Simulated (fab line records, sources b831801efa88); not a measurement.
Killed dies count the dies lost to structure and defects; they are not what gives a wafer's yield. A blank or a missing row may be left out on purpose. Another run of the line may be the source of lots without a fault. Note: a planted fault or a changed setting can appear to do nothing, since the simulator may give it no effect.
Comparing a struck lot with a sound one ; flow sky130 ; 16 out of 708 route steps
Sound: the wafers L485.2, L485.4, L485.5. Wafers L495.1, L495.3, L495.4 were the ones struck. Last of all comes the cause.
Each step with rows lists, per side, the tool, then ch with its chambers, then its first start. Under that, the readings that differ: sound wafers ; struck wafers ; difference of the means ; sigmas: that difference in standard deviations of wafers without a fault.
alike: readings with means less than 2 such deviations apart, plus words and numbers identical on both sides. not compared: withheld readings, readings lacking a value on some wafer, bounds such as >300 that could conceal the same value, and numbers that have no deviation in the record and whose values overlap.
A row with sigmas, a row that says differs or no value, or rows on one side alone: a step with any of these is where the two part. Non-overlapping numbers with no deviation appear without sigmas and do not part them. Lack of a reading on every wafer of one side parts them only where that side has two or more wafers.

first, 3 steps without rows for these wafers: SKY_SONOS_TUNNEL_EXPOSE_04 (exposes mask TUNM, target cd 410 nm); SKY_SONOS_TUNNEL_PEB_05; SKY_SONOS_TUNNEL_DEVELOP_06 (develop time 62.18 s).
SKY_SONOS_TUNNEL_CD_MEAS_07: the cd target is 410 nm.
  sound: cd sem-01 at day 11 15:45; struck: cd sem-02 at day 14 17:56
  alike: cd nm
SKY_SONOS_TUNNEL_OVL_MEAS_08:
  sound: overlay-02 at day 11 15:52; struck: overlay-01 at day 14 18:03
  alike: SONOS_TUNNEL_OVL
then, 3 steps without rows for these wafers: SKY_SONOS_TUNNEL_IMPLANT_09; SKY_SONOS_TUNNEL_WET_ETCH_10 (etches SiO2 in dHF, target depth 14 nm, time 280 s); SKY_SONOS_TUNNEL_STRIP_11 (strips in SPM, time 600 s).
SKY_SONOS_TUNNEL_TW_MEAS_12:
  sound: film metro-02 at day 11 16:20; struck: film metro-02 at day 14 18:39
  alike: SONOS_TUNNEL_TW
then, 2 steps without rows for these wafers: SKY_SONOS_TUNNEL_CLEAN_13 (cleans in dHF, time 20 s); SKY_SONOS_ONO_OXIDATION_00 (stabilise 600 s, purge 300 s, target thk 2.6 nm).
SKY_SONOS_ONO_THK_MEAS_01:
  sound: film metro-04 at day 11 19:02; struck: film metro-03 at day 14 21:29
  alike: SONOS_ONO_OXIDATION_THK
SKY_SONOS_ONO_CVD_02: deposits Si3N4 from DCS/NH3, target thk 10.5 nm, time 180 s.
  sound on lpcvd-02 ch 1, day 11 19:31; struck on lpcvd-02 ch 0, day 14 21:53
reading;sound;struck;difference;sigmas
model.Si3N4_of_SONOS_ONO_CVD_02.thk nm (nm);10.59 10.48 10.52;12.19 12.1 12.16;+1.62;
  alike: spike tc bottom C
SKY_SONOS_ONO_THK_MEAS_03:
  sound: film metro-02 at day 11 20:35; struck: film metro-02 at day 14 22:56
reading;sound;struck;difference;sigmas
SONOS_ONO_CVD_02_THK (nm);10.56 10.50 10.58;12.16 12.17 12.16;+1.62;+10
then, 1 step without rows for these wafers: SKY_SONOS_ONO_CVD_04 (deposits SiO2 from SiH4/N2O, target thk 5.7199 nm).
-- record jumps: 33 days separate the struck wafers' starts on either side; left off in module SONOS_ONO, taken up again in module PAD_OPEN, whose first shown step is the route's number 708 --
SKY_PAD_OPEN_PROBE_99:
  sound: prober-01 at day 46 05:29; struck: prober-01 at day 48 06:00
reading;sound;struck;difference;sigmas
model.etest.sonos erased.drive ua um;161.8 172.5 182.9;157.8 149.7 144.2;-21.8;
model.etest.cap ono.gate log10 a cm2;-8.261 -8.226 -8.226;-8.78 -9.06 -9.003;-0.71;
model.etest.cap ono.tox acc nm (nm);13.16 13.08 13.07;13.59 13.72 13.74;+0.58;
model.etest.sonos programmed.off log10 a um;-14.23 -14.04 -13.91;-13.3 -13.26 -12.97;+0.9;
model.etest.sonos programmed.vt v (V);1.38 1.35 1.378;0.9887 0.9761 0.9356;-0.4025;
model.etest.sonos erased.vt v (V);-2.126 -2.173 -2.207;-1.959 -1.865 -1.838;+0.281;
  alike: killed_at_M0_to_M3, killed_at_M4_up, killed at contacts, killed at front end, killed at other, killed dies, killed open, killed short
  not compared: model.etest.sonos uncharged.r on ohm um, model.etest.cap ono.gate bv v

WHERE THEY PART
Only at SKY_SONOS_ONO_THK_MEAS_03, as far as this record shows. Later steps at which nothing parts them and some readings are alike: SKY_PAD_OPEN_PROBE_99.

WHY: what the simulator had put in
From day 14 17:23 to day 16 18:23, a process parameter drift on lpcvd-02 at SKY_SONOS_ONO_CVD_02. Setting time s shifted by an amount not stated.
